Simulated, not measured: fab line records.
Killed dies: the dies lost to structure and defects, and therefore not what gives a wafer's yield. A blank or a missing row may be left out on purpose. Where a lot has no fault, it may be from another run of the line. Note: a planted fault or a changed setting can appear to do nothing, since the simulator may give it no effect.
fab line records :: flow gf180mcu
record:
  lots: 5
  wafers: 15
  last_day: 33
route steps=602 shown POLY_GATE@166
lots with no fault: from the same line, run without faults
start_h: hours from the record's first day to the start of the lot's first wafer shown :: wait_h: time in hours since the lot's previous step :: " repeats the value in the row above :: L1.1+2: a row that stands for several wafers :: - no value, or no start was given :: * or withheld: withheld :: < > ~ a bound
route shown NAME@n: names a module that has steps shown in the file, with the first one's number in the route :: usual: average and standard deviation across the fault-free wafers :: same: alike in all rows :: chamber/n: place in a boat :: sites: each site's reading :: _std_site: their standard deviation :: _edge_site: the outer-site mean with the inner-site mean subtracted :: radius_mm: how far each site lies from the wafer's centre :: mask NAME#n: copy n :: behind: the tool/chamber that last shaped the wafer :: hold: why the lot went on hold/how many hours it stayed there/how the hold came to an end :: device: whichever transistor did not switch (one of n, p or np) :: end of line: the tests these same wafers got at the end of their route :: step lacking rows: just its recipe :: killed: count of dies lost to structure and defects at first sort (not the wafer's yield) :: map: the dies of a wafer, with x for killed, . for not killed, _ for no die there
set.NAME: the setting that was run; set.NAME@STEP: the one run at that earlier step :: model.NAME: the simulator's own value behind a step, which no gauge read
lots at some steps of the route; a table a step, a row a wafer
services: a tool's chamber out of use, with start hour (start_h, from the record's first day; less than 0 if before it), hours out, and reason
== steps ==
step: GF_POLY_GATE_DEVELOP_09
recipe:
  develop_time_s: 60
  resist: KrF
  dev_temp_c: 21
usual:
  chill_plate_temp_C: 22.99/0.11
lot.wafer: L074.1
tool: litho_track-02
chamber: 0
start_h: 195.87
wait_h: 0.2
chill_plate_temp_C: 23.05

lot.wafer: L074.2
tool: litho_track-02
chamber: 0
start_h: 195.87
wait_h: 0.2
chill_plate_temp_C: 23.13

lot.wafer: L074.3
tool: litho_track-02
chamber: 0
start_h: 195.87
wait_h: 0.2
chill_plate_temp_C: 23.03

lot.wafer: L084.1
tool: litho_track-02
chamber: 0
start_h: 283.57
wait_h: 0.2
chill_plate_temp_C: 23.02

lot.wafer: L084.3
tool: litho_track-02
chamber: 0
start_h: 283.57
wait_h: 0.2
chill_plate_temp_C: 23.10

lot.wafer: L084.6
tool: litho_track-02
chamber: 0
start_h: 283.57
wait_h: 0.2
chill_plate_temp_C: 22.98

lot.wafer: L089.1
tool: litho_track-02
chamber: 0
start_h: 311.32
wait_h: 0.2
chill_plate_temp_C: 22.82

lot.wafer: L089.5
tool: litho_track-02
chamber: 0
start_h: 311.32
wait_h: 0.2
chill_plate_temp_C: 22.94

lot.wafer: L089.6
tool: litho_track-02
chamber: 0
start_h: 311.32
wait_h: 0.2
chill_plate_temp_C: 23.01

lot.wafer: L092.3
tool: litho_track-02
chamber: 0
start_h: 321.72
wait_h: 0.1
chill_plate_temp_C: 22.90

lot.wafer: L092.4
tool: litho_track-02
chamber: 0
start_h: 321.72
wait_h: 0.1
chill_plate_temp_C: 22.93

lot.wafer: L092.6
tool: litho_track-02
chamber: 0
start_h: 321.72
wait_h: 0.1
chill_plate_temp_C: 22.85

lot.wafer: L094.4
tool: litho_track-04
chamber: 0
start_h: 337.80
wait_h: 0.1
chill_plate_temp_C: 22.96

lot.wafer: L094.5
tool: litho_track-04
chamber: 0
start_h: 337.80
wait_h: 0.1
chill_plate_temp_C: 22.93

lot.wafer: L094.6
tool: litho_track-04
chamber: 0
start_h: 337.80
wait_h: 0.1
chill_plate_temp_C: 22.81
step: GF_POLY_GATE_CD_MEAS_10
recipe:
  target_cd_nm: 280
usual:
  cd_nm: 279.9/1.1
lot.wafer: L074.1
tool: cd_sem-02
chamber: -
start_h: 196.02
wait_h: 0.1
cd_nm: 280.4

lot.wafer: L074.2
tool: cd_sem-02
chamber: -
start_h: 196.02
wait_h: 0.1
cd_nm: 280.4

lot.wafer: L074.3
tool: cd_sem-02
chamber: -
start_h: 196.02
wait_h: 0.1
cd_nm: 280.6

lot.wafer: L084.1
tool: cd_sem-02
chamber: -
start_h: 283.72
wait_h: 0.1
cd_nm: 278.6

lot.wafer: L084.3
tool: cd_sem-02
chamber: -
start_h: 283.72
wait_h: 0.1
cd_nm: 278.3

lot.wafer: L084.6
tool: cd_sem-02
chamber: -
start_h: 283.72
wait_h: 0.1
cd_nm: 280.7

lot.wafer: L089.1
tool: cd_sem-01
chamber: -
start_h: 311.47
wait_h: 0.1
cd_nm: 280.2

lot.wafer: L089.5
tool: cd_sem-01
chamber: -
start_h: 311.47
wait_h: 0.1
cd_nm: 280.8

lot.wafer: L089.6
tool: cd_sem-01
chamber: -
start_h: 311.47
wait_h: 0.1
cd_nm: 279.8

lot.wafer: L092.3
tool: cd_sem-02
chamber: -
start_h: 321.86
wait_h: 0.1
cd_nm: 281.0

lot.wafer: L092.4
tool: cd_sem-02
chamber: -
start_h: 321.86
wait_h: 0.1
cd_nm: 278.4

lot.wafer: L092.6
tool: cd_sem-02
chamber: -
start_h: 321.86
wait_h: 0.1
cd_nm: 278.8

lot.wafer: L094.4
tool: cd_sem-02
chamber: -
start_h: 337.94
wait_h: 0.1
cd_nm: 279.7

lot.wafer: L094.5
tool: cd_sem-02
chamber: -
start_h: 337.94
wait_h: 0.1
cd_nm: 280.2

lot.wafer: L094.6
tool: cd_sem-02
chamber: -
start_h: 337.94
wait_h: 0.1
cd_nm: 281.1
step: GF_POLY_GATE_OVL_MEAS_11
usual:
  POLY_GATE_OVL: -1/5.3
lot.wafer: L074.1
tool: overlay-01
chamber: -
start_h: 196.14
wait_h: 0.1
POLY_GATE_OVL[nm]: -5

lot.wafer: L074.2
tool: overlay-01
chamber: -
start_h: 196.14
wait_h: 0.1
POLY_GATE_OVL[nm]: -2

lot.wafer: L074.3
tool: overlay-01
chamber: -
start_h: 196.14
wait_h: 0.1
POLY_GATE_OVL[nm]: 2

lot.wafer: L084.1
tool: overlay-02
chamber: -
start_h: 283.84
wait_h: 0.1
POLY_GATE_OVL[nm]: -8

lot.wafer: L084.3
tool: overlay-02
chamber: -
start_h: 283.84
wait_h: 0.1
POLY_GATE_OVL[nm]: -12

lot.wafer: L084.6
tool: overlay-02
chamber: -
start_h: 283.84
wait_h: 0.1
POLY_GATE_OVL[nm]: -4

lot.wafer: L089.1
tool: overlay-02
chamber: -
start_h: 311.59
wait_h: 0.1
POLY_GATE_OVL[nm]: 3

lot.wafer: L089.5
tool: overlay-02
chamber: -
start_h: 311.59
wait_h: 0.1
POLY_GATE_OVL[nm]: 2

lot.wafer: L089.6
tool: overlay-02
chamber: -
start_h: 311.59
wait_h: 0.1
POLY_GATE_OVL[nm]: -1

lot.wafer: L092.3
tool: overlay-02
chamber: -
start_h: 321.95
wait_h: 0.1
POLY_GATE_OVL[nm]: 0

lot.wafer: L092.4
tool: overlay-02
chamber: -
start_h: 321.95
wait_h: 0.1
POLY_GATE_OVL[nm]: 1

lot.wafer: L092.6
tool: overlay-02
chamber: -
start_h: 321.95
wait_h: 0.1
POLY_GATE_OVL[nm]: 1

lot.wafer: L094.4
tool: overlay-02
chamber: -
start_h: 338.01
wait_h: 0.1
POLY_GATE_OVL[nm]: -1

lot.wafer: L094.5
tool: overlay-02
chamber: -
start_h: 338.01
wait_h: 0.1
POLY_GATE_OVL[nm]: 2

lot.wafer: L094.6
tool: overlay-02
chamber: -
start_h: 338.01
wait_h: 0.1
POLY_GATE_OVL[nm]: -10
step: GF_POLY_GATE_ETCH_12
recipe:
  chemistry: N2/H2
  target_depth_a: withheld
  overetch_a: withheld
  time_s: withheld
  target: BARC
  ion_energy_ev: 200
  source_w: 500
  bias_w: 100
  pressure_mtorr: 30
  n2_flow_sccm: 100
  h2_flow_sccm: 200
usual:
  drypump_motor_current_A: 5.6/0.53
  oes_product_au: 0.735/0.0048
  throttle_valve_pct: 13.214/0.0083
lot.wafer: L074.1
tool: rie_diel-01
chamber: 2
start_h: 196.17
wait_h: 0.0
drypump_motor_current_A: 6.5
oes_product_au: 0.731
throttle_valve_pct: 13.219

lot.wafer: L074.2
tool: rie_diel-01
chamber: 1
start_h: 196.17
wait_h: 0.0
drypump_motor_current_A: 5.2
oes_product_au: 0.737
throttle_valve_pct: 13.219

lot.wafer: L074.3
tool: rie_diel-01
chamber: 3
start_h: 196.17
wait_h: 0.0
drypump_motor_current_A: 6.0
oes_product_au: 0.728
throttle_valve_pct: 13.189

lot.wafer: L084.1
tool: rie_diel-02
chamber: 3
start_h: 283.87
wait_h: 0.0
drypump_motor_current_A: 4.8
oes_product_au: 0.733
throttle_valve_pct: 13.225

lot.wafer: L084.3
tool: rie_diel-02
chamber: 2
start_h: 283.87
wait_h: 0.0
drypump_motor_current_A: 5.8
oes_product_au: 0.741
throttle_valve_pct: 13.205

lot.wafer: L084.6
tool: rie_diel-02
chamber: 1
start_h: 283.87
wait_h: 0.0
drypump_motor_current_A: 5.1
oes_product_au: 0.736
throttle_valve_pct: 13.210

lot.wafer: L089.1
tool: rie_diel-02
chamber: 3
start_h: 311.62
wait_h: 0.0
drypump_motor_current_A: 4.8
oes_product_au: 0.734
throttle_valve_pct: 13.219

lot.wafer: L089.5
tool: rie_diel-02
chamber: 0
start_h: 311.62
wait_h: 0.0
drypump_motor_current_A: 6.2
oes_product_au: 0.743
throttle_valve_pct: 13.216

lot.wafer: L089.6
tool: rie_diel-02
chamber: 1
start_h: 311.62
wait_h: 0.0
drypump_motor_current_A: 5.1
oes_product_au: 0.728
throttle_valve_pct: 13.222

lot.wafer: L092.3
tool: rie_diel-02
chamber: 1
start_h: 321.97
wait_h: 0.0
drypump_motor_current_A: 5.1
oes_product_au: 0.736
throttle_valve_pct: 13.223

lot.wafer: L092.4
tool: rie_diel-02
chamber: 2
start_h: 321.97
wait_h: 0.0
drypump_motor_current_A: 5.8
oes_product_au: 0.736
throttle_valve_pct: 13.204

lot.wafer: L092.6
tool: rie_diel-02
chamber: 3
start_h: 321.97
wait_h: 0.0
drypump_motor_current_A: 4.8
oes_product_au: 0.724
throttle_valve_pct: 13.202

lot.wafer: L094.4
tool: rie_diel-02
chamber: 3
start_h: 338.03
wait_h: 0.0
drypump_motor_current_A: 4.8
oes_product_au: 0.732
throttle_valve_pct: 13.225

lot.wafer: L094.5
tool: rie_diel-02
chamber: 1
start_h: 338.03
wait_h: 0.0
drypump_motor_current_A: 5.1
oes_product_au: 0.735
throttle_valve_pct: 13.201

lot.wafer: L094.6
tool: rie_diel-02
chamber: 2
start_h: 338.03
wait_h: 0.0
drypump_motor_current_A: 5.8
oes_product_au: 0.732
throttle_valve_pct: 13.202
step: GF_POLY_GATE_ETCH_13
recipe:
  target: poly-Si
  target_depth_nm: 198.5
  stop_on: SiO2
  over_etch_frac: 0.403
  chemistry: HBr/Cl2
  icp_w: 400
  bias_w: 100
  pressure_mtorr: 10
  HBr_flow_sccm: 150
  Cl2_flow_sccm: 50
  time_s: 69.6
usual:
  HBr_flow_sccm: 150.0/0.42
  drypump_motor_current_A: 5.5/0.39
  oes_product_au: 0.987/0.0094
  throttle_valve_pct: 33.684/0.0092
lot.wafer: L074.1
tool: rie_si-02
chamber: 2
start_h: 196.22
wait_h: -
HBr_flow_sccm: 150.5
drypump_motor_current_A: 5.8
oes_product_au: 0.993
rf_hours_counter_h: 1
throttle_valve_pct: 33.678

lot.wafer: L074.2
tool: rie_si-02
chamber: 1
start_h: 196.22
wait_h: -
HBr_flow_sccm: 150.2
drypump_motor_current_A: 5.7
oes_product_au: 0.973
rf_hours_counter_h: 100
throttle_valve_pct: 33.671

lot.wafer: L074.3
tool: rie_si-02
chamber: 3
start_h: 196.22
wait_h: -
HBr_flow_sccm: 149.9
drypump_motor_current_A: 5.6
oes_product_au: 0.976
rf_hours_counter_h: 116
throttle_valve_pct: 33.695

lot.wafer: L084.1
tool: rie_si-02
chamber: 3
start_h: 283.92
wait_h: -
HBr_flow_sccm: 150.8
drypump_motor_current_A: 5.6
oes_product_au: 0.983
rf_hours_counter_h: 0
throttle_valve_pct: 33.687

lot.wafer: L084.3
tool: rie_si-02
chamber: 0
start_h: 283.92
wait_h: -
HBr_flow_sccm: 150.3
drypump_motor_current_A: 4.8
oes_product_au: 0.989
rf_hours_counter_h: 4
throttle_valve_pct: 33.693

lot.wafer: L084.6
tool: rie_si-02
chamber: 1
start_h: 283.92
wait_h: -
HBr_flow_sccm: 149.7
drypump_motor_current_A: 5.7
oes_product_au: 0.959
rf_hours_counter_h: -
throttle_valve_pct: 33.674

lot.wafer: L089.1
tool: rie_si-02
chamber: 0
start_h: 311.67
wait_h: -
HBr_flow_sccm: 150.3
drypump_motor_current_A: 4.8
oes_product_au: 0.992
rf_hours_counter_h: 4
throttle_valve_pct: 33.685

lot.wafer: L089.5
tool: rie_si-02
chamber: 2
start_h: 311.67
wait_h: -
HBr_flow_sccm: 150.5
drypump_motor_current_A: 5.8
oes_product_au: 0.987
rf_hours_counter_h: -
throttle_valve_pct: 33.674

lot.wafer: L089.6
tool: rie_si-02
chamber: 3
start_h: 311.67
wait_h: -
HBr_flow_sccm: 149.5
drypump_motor_current_A: 5.6
oes_product_au: 0.996
rf_hours_counter_h: -
throttle_valve_pct: 33.688

lot.wafer: L092.3
tool: rie_si-01
chamber: 3
start_h: 322.02
wait_h: -
HBr_flow_sccm: 150.1
drypump_motor_current_A: 6.1
oes_product_au: 0.993
rf_hours_counter_h: 4
throttle_valve_pct: 33.678

lot.wafer: L092.4
tool: rie_si-01
chamber: 2
start_h: 322.02
wait_h: -
HBr_flow_sccm: 149.1
drypump_motor_current_A: 5.6
oes_product_au: 0.984
rf_hours_counter_h: -
throttle_valve_pct: 33.685

lot.wafer: L092.6
tool: rie_si-01
chamber: 0
start_h: 322.02
wait_h: -
HBr_flow_sccm: 149.9
drypump_motor_current_A: 5.6
oes_product_au: 0.988
rf_hours_counter_h: -
throttle_valve_pct: 33.680

lot.wafer: L094.4
tool: rie_si-02
chamber: 1
start_h: 338.08
wait_h: -
HBr_flow_sccm: 149.9
drypump_motor_current_A: 5.7
oes_product_au: 0.988
rf_hours_counter_h: 0
throttle_valve_pct: 33.700

lot.wafer: L094.5
tool: rie_si-02
chamber: 0
start_h: 338.08
wait_h: -
HBr_flow_sccm: 150.7
drypump_motor_current_A: 4.9
oes_product_au: 0.983
rf_hours_counter_h: -
throttle_valve_pct: 33.692

lot.wafer: L094.6
tool: rie_si-02
chamber: 1
start_h: 338.08
wait_h: -
HBr_flow_sccm: 150.1
drypump_motor_current_A: 5.7
oes_product_au: 0.982
rf_hours_counter_h: -
throttle_valve_pct: 33.685
step: GF_POLY_GATE_STRIP_14
recipe:
  chemistry: O2/N2
  power_w: 1400
  pressure_mtorr: 1500
  platen_temp_c: 250
  o2_flow_sccm: 3000
  n2_flow_sccm: 300
  overash_fraction: 0.5
usual:
  drypump_motor_current_A: 5.44/0.25
  heater_power_w: 348/49
  oes_product_au: 0.505/0.0049
lot.wafer: L074.1
tool: plasma_asher-04
chamber: 1
start_h: 196.28
wait_h: 0.0
drypump_motor_current_A: 5.63
heater_power_w: 405
oes_product_au: 0.504
rf_hours_counter_h: 54

lot.wafer: L074.2
tool: plasma_asher-04
chamber: 0
start_h: 196.28
wait_h: 0.0
drypump_motor_current_A: 5.05
heater_power_w: 294
oes_product_au: 0.517
rf_hours_counter_h: 54

lot.wafer: L074.3
tool: plasma_asher-04
chamber: 0
start_h: 196.28
wait_h: 0.0
drypump_motor_current_A: 5.04
heater_power_w: 291
oes_product_au: 0.500
rf_hours_counter_h: -

lot.wafer: L084.1
tool: plasma_asher-04
chamber: 0
start_h: 283.98
wait_h: 0.0
drypump_motor_current_A: 5.05
heater_power_w: 293
oes_product_au: 0.510
rf_hours_counter_h: 63

lot.wafer: L084.3
tool: plasma_asher-04
chamber: 0
start_h: 283.98
wait_h: 0.0
drypump_motor_current_A: 5.05
heater_power_w: 289
oes_product_au: 0.505
rf_hours_counter_h: -

lot.wafer: L084.6
tool: plasma_asher-04
chamber: 0
start_h: 283.98
wait_h: 0.0
drypump_motor_current_A: 5.08
heater_power_w: 289
oes_product_au: 0.496
rf_hours_counter_h: -

lot.wafer: L089.1
tool: plasma_asher-04
chamber: 1
start_h: 311.73
wait_h: 0.0
drypump_motor_current_A: 5.61
heater_power_w: 396
oes_product_au: 0.501
rf_hours_counter_h: 66

lot.wafer: L089.5
tool: plasma_asher-04
chamber: 1
start_h: 311.73
wait_h: 0.0
drypump_motor_current_A: 5.63
heater_power_w: 391
oes_product_au: 0.510
rf_hours_counter_h: -

lot.wafer: L089.6
tool: plasma_asher-04
chamber: 0
start_h: 311.73
wait_h: 0.0
drypump_motor_current_A: 5.07
heater_power_w: 289
oes_product_au: 0.499
rf_hours_counter_h: -

lot.wafer: L092.3
tool: plasma_asher-02
chamber: 0
start_h: 322.11
wait_h: 0.1
drypump_motor_current_A: 5.69
heater_power_w: 395
oes_product_au: 0.503
rf_hours_counter_h: -

lot.wafer: L092.4
tool: plasma_asher-02
chamber: 1
start_h: 322.11
wait_h: 0.1
drypump_motor_current_A: 5.21
heater_power_w: 330
oes_product_au: 0.509
rf_hours_counter_h: -

lot.wafer: L092.6
tool: plasma_asher-02
chamber: 0
start_h: 322.11
wait_h: 0.1
drypump_motor_current_A: 5.67
heater_power_w: 398
oes_product_au: 0.516
rf_hours_counter_h: -

lot.wafer: L094.4
tool: plasma_asher-04
chamber: 0
start_h: 338.17
wait_h: 0.1
drypump_motor_current_A: 5.07
heater_power_w: 281
oes_product_au: 0.501
rf_hours_counter_h: -

lot.wafer: L094.5
tool: plasma_asher-04
chamber: 1
start_h: 338.17
wait_h: 0.1
drypump_motor_current_A: 5.63
heater_power_w: 383
oes_product_au: 0.507
rf_hours_counter_h: -

lot.wafer: L094.6
tool: plasma_asher-04
chamber: 0
start_h: 338.17
wait_h: 0.1
drypump_motor_current_A: 5.07
heater_power_w: 296
oes_product_au: 0.507
rf_hours_counter_h: -
step: GF_POLY_GATE_CLEAN_15
recipe:
  chemistry: SC1/SC2
  mix: 1:4:20
  temp_c: 70
  time_s: 150
  dry: n2_spin
usual:
  bath_heat_duty_pct: 13.5/1
lot.wafer: L074.1
tool: wet_bench-03
chamber: 0
start_h: 196.38
wait_h: 0.1
bath_heat_duty_pct: 16.1

lot.wafer: L074.2
tool: wet_bench-03
chamber: 0
start_h: 196.38
wait_h: 0.1
bath_heat_duty_pct: 14.9

lot.wafer: L074.3
tool: wet_bench-03
chamber: 0
start_h: 196.38
wait_h: 0.1
bath_heat_duty_pct: 14.8

lot.wafer: L084.1
tool: wet_bench-03
chamber: 0
start_h: 284.08
wait_h: 0.1
bath_heat_duty_pct: 13.1

lot.wafer: L084.3
tool: wet_bench-03
chamber: 0
start_h: 284.08
wait_h: 0.1
bath_heat_duty_pct: 13.9

lot.wafer: L084.6
tool: wet_bench-03
chamber: 0
start_h: 284.08
wait_h: 0.1
bath_heat_duty_pct: 14.7

lot.wafer: L089.1
tool: wet_bench-02
chamber: 2
start_h: 311.83
wait_h: 0.1
bath_heat_duty_pct: 14.4

lot.wafer: L089.5
tool: wet_bench-02
chamber: 2
start_h: 311.83
wait_h: 0.1
bath_heat_duty_pct: 14.7

lot.wafer: L089.6
tool: wet_bench-02
chamber: 2
start_h: 311.83
wait_h: 0.1
bath_heat_duty_pct: 13.7

lot.wafer: L092.3
tool: wet_bench-02
chamber: 3
start_h: 322.18
wait_h: 0.0
bath_heat_duty_pct: 13.5

lot.wafer: L092.4
tool: wet_bench-02
chamber: 3
start_h: 322.18
wait_h: 0.0
bath_heat_duty_pct: 14.4

lot.wafer: L092.6
tool: wet_bench-02
chamber: 3
start_h: 322.18
wait_h: 0.0
bath_heat_duty_pct: 14.0

lot.wafer: L094.4
tool: wet_bench-01
chamber: 0
start_h: 338.24
wait_h: 0.0
bath_heat_duty_pct: 13.9

lot.wafer: L094.5
tool: wet_bench-01
chamber: 0
start_h: 338.24
wait_h: 0.0
bath_heat_duty_pct: 13.6

lot.wafer: L094.6
tool: wet_bench-01
chamber: 0
start_h: 338.24
wait_h: 0.0
bath_heat_duty_pct: 14.8
step: GF_POLY_GATE_OXIDATION_16
recipe:
  temp_c: 850
  ambient: O2
  stabilise_s: 600
  purge_s: 300
  target_thk_a: 40
  ox_time_s: 899
same:
  ox_time_s: 899
lot.wafer: L074.1+2+3
tool: furnace-02
chamber: 0
start_h: 197.15
wait_h: 0.7

lot.wafer: L084.1+3+6
tool: furnace-01
chamber: 0
start_h: 284.14
wait_h: 0.0

lot.wafer: L089.1+5+6
tool: furnace-02
chamber: 0
start_h: 312.20
wait_h: 0.3

lot.wafer: L092.3+4+6
tool: furnace-02
chamber: 0
start_h: 322.97
wait_h: 0.7

lot.wafer: L094.4+5+6
tool: furnace-01
chamber: 0
start_h: 338.29
wait_h: 0.0
step: GF_POLY_GATE_THK_MEAS_17
recipe:
  reads: SiO2_of_POLY_GATE_OXIDATION_16
usual:
  POLY_GATE_OXIDATION_THK: 4.03/0.079
lot.wafer: L074.1
tool: film_metro-03
chamber: -
start_h: 198.40
wait_h: 0.0
POLY_GATE_OXIDATION_THK[nm]: 4.16

lot.wafer: L074.2
tool: film_metro-03
chamber: -
start_h: 198.40
wait_h: 0.0
POLY_GATE_OXIDATION_THK[nm]: 4.14

lot.wafer: L074.3
tool: film_metro-03
chamber: -
start_h: 198.40
wait_h: 0.0
POLY_GATE_OXIDATION_THK[nm]: 4.12

lot.wafer: L084.1
tool: film_metro-03
chamber: -
start_h: 285.39
wait_h: 0.0
POLY_GATE_OXIDATION_THK[nm]: 3.97

lot.wafer: L084.3
tool: film_metro-03
chamber: -
start_h: 285.39
wait_h: 0.0
POLY_GATE_OXIDATION_THK[nm]: 3.94

lot.wafer: L084.6
tool: film_metro-03
chamber: -
start_h: 285.39
wait_h: 0.0
POLY_GATE_OXIDATION_THK[nm]: 3.96

lot.wafer: L089.1
tool: film_metro-01
chamber: -
start_h: 313.45
wait_h: 0.0
POLY_GATE_OXIDATION_THK[nm]: 4.05

lot.wafer: L089.5
tool: film_metro-01
chamber: -
start_h: 313.45
wait_h: 0.0
POLY_GATE_OXIDATION_THK[nm]: 4.03

lot.wafer: L089.6
tool: film_metro-01
chamber: -
start_h: 313.45
wait_h: 0.0
POLY_GATE_OXIDATION_THK[nm]: 4.05

lot.wafer: L092.3
tool: film_metro-01
chamber: -
start_h: 324.24
wait_h: 0.0
POLY_GATE_OXIDATION_THK[nm]: 4.09

lot.wafer: L092.4
tool: film_metro-01
chamber: -
start_h: 324.24
wait_h: 0.0
POLY_GATE_OXIDATION_THK[nm]: 4.04

lot.wafer: L092.6
tool: film_metro-01
chamber: -
start_h: 324.24
wait_h: 0.0
POLY_GATE_OXIDATION_THK[nm]: 4.11

lot.wafer: L094.4
tool: film_metro-01
chamber: -
start_h: 339.57
wait_h: 0.0
POLY_GATE_OXIDATION_THK[nm]: 4.09

lot.wafer: L094.5
tool: film_metro-01
chamber: -
start_h: 339.57
wait_h: 0.0
POLY_GATE_OXIDATION_THK[nm]: 4.00

lot.wafer: L094.6
tool: film_metro-01
chamber: -
start_h: 339.57
wait_h: 0.0
POLY_GATE_OXIDATION_THK[nm]: 4.05
step: GF_POLY_GATE_CD_MEAS_18
usual:
  cd_nm: 278.8/2.1
lot.wafer: L074.1
tool: cd_sem-02
chamber: -
start_h: 198.46
wait_h: 0.1
cd_nm: 279.3

lot.wafer: L074.2
tool: cd_sem-02
chamber: -
start_h: 198.46
wait_h: 0.1
cd_nm: 280.0

lot.wafer: L074.3
tool: cd_sem-02
chamber: -
start_h: 198.46
wait_h: 0.1
cd_nm: 276.9

lot.wafer: L084.1
tool: cd_sem-01
chamber: -
start_h: 285.48
wait_h: 0.1
cd_nm: 275.1

lot.wafer: L084.3
tool: cd_sem-01
chamber: -
start_h: 285.48
wait_h: 0.1
cd_nm: 280.0

lot.wafer: L084.6
tool: cd_sem-01
chamber: -
start_h: 285.48
wait_h: 0.1
cd_nm: 278.3

lot.wafer: L089.1
tool: cd_sem-01
chamber: -
start_h: 313.51
wait_h: 0.1
cd_nm: 276.4

lot.wafer: L089.5
tool: cd_sem-01
chamber: -
start_h: 313.51
wait_h: 0.1
cd_nm: 279.6

lot.wafer: L089.6
tool: cd_sem-01
chamber: -
start_h: 313.51
wait_h: 0.1
cd_nm: 278.3

lot.wafer: L092.3
tool: cd_sem-01
chamber: -
start_h: 324.34
wait_h: 0.1
cd_nm: 282.9

lot.wafer: L092.4
tool: cd_sem-01
chamber: -
start_h: 324.34
wait_h: 0.1
cd_nm: 281.5

lot.wafer: L092.6
tool: cd_sem-01
chamber: -
start_h: 324.34
wait_h: 0.1
cd_nm: 273.0

lot.wafer: L094.4
tool: cd_sem-01
chamber: -
start_h: 339.69
wait_h: 0.1
cd_nm: 280.6

lot.wafer: L094.5
tool: cd_sem-01
chamber: -
start_h: 339.69
wait_h: 0.1
cd_nm: 279.8

lot.wafer: L094.6
tool: cd_sem-01
chamber: -
start_h: 339.69
wait_h: 0.1
cd_nm: 284.9
== services ==
tool: rie_si-01
chamber: 3
start_h: 187.61
hours: 8.9
kind: repair

tool: rie_diel-02
chamber: 2
start_h: 188.33
hours: 1.3
kind: repair

tool: plasma_asher-04
chamber: -
start_h: 192.89
hours: 2.1
kind: repair

tool: rie_diel-01
chamber: 3
start_h: 209.77
hours: 17.6
kind: repair

tool: rie_si-01
chamber: 3
start_h: 215.25
hours: 11.6
kind: repair

tool: rie_si-02
chamber: 3
start_h: 232.26
hours: -
kind: clean

tool: rie_si-02
chamber: 3
start_h: 232.26
hours: 18.4
kind: scheduled_down

tool: rie_si-02
chamber: 3
start_h: 232.26
hours: 18.4
kind: vent_cycle

tool: rie_diel-01
chamber: 2
start_h: 263.66
hours: 2.7
kind: repair

tool: furnace-01
chamber: -
start_h: 267.08
hours: 3.1
kind: pm

tool: furnace-02
chamber: -
start_h: 271.52
hours: 3.1
kind: pm

tool: rie_si-01
chamber: 3
start_h: 288.53
hours: 7.3
kind: repair

tool: rie_diel-02
chamber: 3
start_h: 288.63
hours: 6.1
kind: repair

tool: furnace-01
chamber: -
start_h: 289.78
hours: 3.9
kind: pm

tool: rie_diel-01
chamber: -
start_h: 291.70
hours: 0.8
kind: repair

tool: rie_si-01
chamber: 0
start_h: 297.40
hours: -
kind: clean

tool: rie_si-02
chamber: 1
start_h: 298.51
hours: 17.5
kind: repair

tool: rie_si-01
chamber: 1
start_h: 303.20
hours: 6.2
kind: repair

tool: rie_si-01
chamber: -
start_h: 313.38
hours: 2.8
kind: pm

tool: rie_si-02
chamber: 1
start_h: 316.02
hours: -
kind: clean

tool: rie_si-02
chamber: 1
start_h: 316.02
hours: 22.0
kind: scheduled_down

tool: rie_si-02
chamber: 1
start_h: 316.02
hours: 22.0
kind: vent_cycle

tool: rie_diel-01
chamber: 3
start_h: 333.43
hours: 2.3
kind: repair

tool: rie_si-01
chamber: 2
start_h: 336.39
hours: 2.5
kind: repair
== key ==
fault none
